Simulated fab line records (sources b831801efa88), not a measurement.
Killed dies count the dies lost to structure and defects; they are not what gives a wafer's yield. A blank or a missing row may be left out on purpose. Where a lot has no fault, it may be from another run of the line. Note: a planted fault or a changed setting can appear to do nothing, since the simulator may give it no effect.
A lot that was struck, set against a sound lot -- flow sky130 -- 15 out of 708 route steps
Sound: the wafers L132.2, L132.4, L132.6. The struck wafers were L137.3, L137.4, L137.5. Last of all comes the cause.
For every step that has rows: the tool of each side, followed by ch and its chambers, followed by its first start. Under that, the readings that differ: sound wafers -- struck wafers -- difference of the means -- sigmas: that difference in standard deviations of wafers without a fault.
alike: readings with means less than 2 such deviations apart, plus words and numbers identical on both sides. not compared: withheld readings, readings lacking a value on some wafer, bounds such as >300 that could conceal the same value, and numbers that have no deviation in the record and whose values overlap.
The two part at a step that has a row with sigmas, a row that says differs or no value, or rows on one side only. Numbers that don't overlap but have no deviation are shown without sigmas and don't part them. Lack of a reading on every wafer of one side parts them only where that side has two or more wafers.

first, 7 steps without rows for these wafers: SKY_PAD_OPEN_DEHYDRATE_00 (time 60 s); SKY_PAD_OPEN_HMDS_01 (prime time 60 s); SKY_PAD_OPEN_COAT_02 (resist thk 3000 nm); SKY_PAD_OPEN_SOFTBAKE_03; SKY_PAD_OPEN_EXPOSE_04 (exposes mask PDM, target cd 60000 nm); SKY_PAD_OPEN_PEB_05; SKY_PAD_OPEN_DEVELOP_06 (develop time 60 s).
SKY_PAD_OPEN_ETCH_07: etches the open film in CF4/O2, stops on AlCu, target depth 725 nm, time 161.1 s.
  sound on rie_diel-02 ch 0,2,3, day 46 20:14; struck on rie_diel-04 ch 1,2,3, day 48 01:28
  alike: O2_flow_sccm, cf4_flow_sccm, drypump_motor_current_A, oes_product_au, throttle_valve_pct
  not compared: rf_hours_counter_h
SKY_PAD_OPEN_STRIP_08: strips in O2/N2.
  sound on plasma_asher-01 ch 0, day 46 20:20; struck on plasma_asher-04 ch 0,1, day 48 01:36
reading,sound,struck,difference,sigmas
strip_time_to_endpoint_s (s),37.11 37.09 37.10,36.89 36.82 36.79,-0.27,-3
  alike: drypump_motor_current_A, oes_product_au
  not compared: rf_hours_counter_h
then, 3 steps without rows for these wafers: SKY_PAD_OPEN_STRIP_09 (strips in post etch residue remover, time 1200 s); SKY_PAD_OPEN_CLEAN_10 (cleans in IPA, time 180 s); SKY_PAD_OPEN_CLEAN_11 (cleans in O3/DIW).
SKY_PAD_OPEN_ANNEAL_12:
  struck on furnace-02, day 48 02:28; sound on furnace-01 ch 0, day 46 21:22
  no value came back on the struck wafers for any of 5 readings (ramp_down_c_per_min, ramp_up_c_per_min and others); on the sound wafers ramp_down_c_per_min reads 4.0010 4.0006 4.0010
SKY_PAD_OPEN_BOW_MEAS_13:
  sound on film_metro-02 at day 46 22:53; struck on film_metro-04 at day 48 04:00
reading,sound,struck,difference,sigmas
PAD_OPEN_BOW (um),47 45 45,103 107 118,+64,+7
SKY_PAD_OPEN_PROBE_99:
  sound on prober-01 at day 46 23:02; struck on prober-01 at day 48 04:11
reading,sound,struck,difference,sigmas
killed_at_front_end,23 20 22,18 5 14,-9,-2
model.etest.res_xhigh_po.line_ohm_um,5463 5529 5886,7763 7463 7017,+1788,
model.etest.nfet_16v.r_on_ohm_um,1.409e+04 1.41e+04 1.419e+04,1.505e+04 1.501e+04 1.497e+04,+8.833e+02,
model.etest.res_xhigh_po.rs_ohm_sq,1908 1947 2001,2681 2599 2491,+638,
model.etest.pfet_g5v0d10v5.r_on_ohm_um,4655 4773 4651,5125 5111 5135,+431,
model.etest.pfet_01v8.r_on_ohm_um,2807 2862 2793,3007 3077 3068,+230,
model.etest.nfet_g5v0d10v5.r_on_ohm_um,1863 1883 1854,2014 2055 2061,+177,
model.etest.nfet_01v8.r_on_ohm_um,817 848.3 823.3,877.1 897.4 895,+60.3,
model.etest.sonos_uncharged.r_on_ohm_um,797.4 822 789.6,871.6 893 874.7,+76.8,
  alike: defect_limited_yield, killed_at_M0_to_M3, killed_at_M4_up, killed_at_contacts, killed_at_other, killed_dies, killed_open, killed_short, sort_bin_3_pad_short, sort_bin_5_function, sort_bin_6_memory, sort_n_pass, sort_yield_pct

## WHERE THEY PART
Earliest at SKY_PAD_OPEN_STRIP_08; latest, in this record, at SKY_PAD_OPEN_PROBE_99.

WHY: what the simulator had put in
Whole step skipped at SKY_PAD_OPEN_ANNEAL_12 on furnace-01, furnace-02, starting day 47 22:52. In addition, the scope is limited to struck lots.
